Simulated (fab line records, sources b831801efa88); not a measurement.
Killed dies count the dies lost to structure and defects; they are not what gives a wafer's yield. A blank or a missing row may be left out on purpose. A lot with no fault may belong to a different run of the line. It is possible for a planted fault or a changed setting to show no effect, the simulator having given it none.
Matching of chambers | flow sfq-line | cmp-02 running SFQ_TRILAYER_I0_CMP_CMP_028: 4 sister chambers
The step polishes SiO2. 17 wafers are shown with their chamber, then 8 later ones without.

== EACH WAFER AND ITS CHAMBER ==
wafer  | chamber | motor-current-A (A) | time-to-endpoint-s (s) | edge-zone-pressure-frac
L971.4 | 2       | 10.0                | 215                    | 0.998
L971.1 | 1       | 8.2                 | 216                    | 0.997
L971.5 | 3       | 9.8                 | 216                    | 1.003
L973.1 | 2       | 10.4                | 210                    | 1.002
L973.2 | 0       | 10.2                | 196                    | 1.000
L973.4 | 3       | 9.6                 | 214                    | 1.001
L975.1 | 2       | 10.9                | 210                    | 1.003
L975.2 | 1       | 8.7                 | 210                    | 0.993
L975.4 | 0       | 10.1                | 209                    | 1.004
L976.1 | 3       | 9.9                 | 205                    | 0.994
L976.2 | 2       | 10.5                | 209                    | 1.003
L976.5 | 3       | 10.0                | 214                    | 0.994
L979.6 | 1       | 8.0                 | 222                    | 1.000
L988.2 | 2       | 10.4                | 217                    | 1.003
L988.1 | 0       | 10.5                | 210                    | 1.006
L988.5 | 1       | 8.0                 | 234                    | 1.001
L989.2 | 2       | 10.6                | 207                    | 1.002

SIGNATURES (means of the wafers above)
reading                 | chamber 0 | chamber 1 | chamber 2 | chamber 3 | scatter within a chamber
motor-current-A         | 10.267    | 8.225     | 10.467    | 9.825     | 0.268
time-to-endpoint-s      | 205.00    | 220.50    | 211.33    | 212.25    | 6.7
edge-zone-pressure-frac | 1.00333   | 0.99775   | 1.00183   | 0.99800   | 0.00331
Rule: for each reading, subtract the chamber's mean from the wafer's reading, divide by that reading's scatter and square the result; add these up over the readings and take the root, which gives the wafer's distance from the chamber. The wafer belongs to the nearest chamber; if the next one is less than 2 further off, it can't be placed. The scatter: take each reading less its chamber's mean, square it, sum over the shown wafers, divide by the number of wafers less the number of chambers, and take the root.

== WAFERS MISSING THEIR CHAMBER ==
wafer  | motor-current-A (A) | time-to-endpoint-s (s) | edge-zone-pressure-frac
L989.5 | 10.7                | 204                    | 1.005
L989.6 | 9.8                 | 220                    | 1.005
L990.1 | 10.2                | 207                    | 0.998
L990.4 | 8.2                 | 222                    | 0.999
L990.5 | 8.1                 | 225                    | 1.006
L993.1 | 8.4                 | 223                    | 0.993
L993.5 | 7.9                 | 223                    | 0.997
L993.6 | 10.3                | 218                    | 0.990

== CHAMBER TAKEN BY EACH ==
wafer  | from the rows above          | in truth
L989.5 | can't be placed: 2 or 0      | 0
L989.6 | can't be placed: 3 or 0 or 2 | 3
L990.1 | can't be placed: 3 or 2 or 0 | 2
L990.4 | 1                            | 1
L990.5 | 1                            | 1
L993.1 | 1                            | 1
L993.5 | 1                            | 1
L993.6 | can't be placed: 3 or 2 or 0 | 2
Correct placement for 4 of the 8. Cannot be placed on the basis of these rows: 4; the candidates contain the true chamber in 4. Placed wrongly: 0.
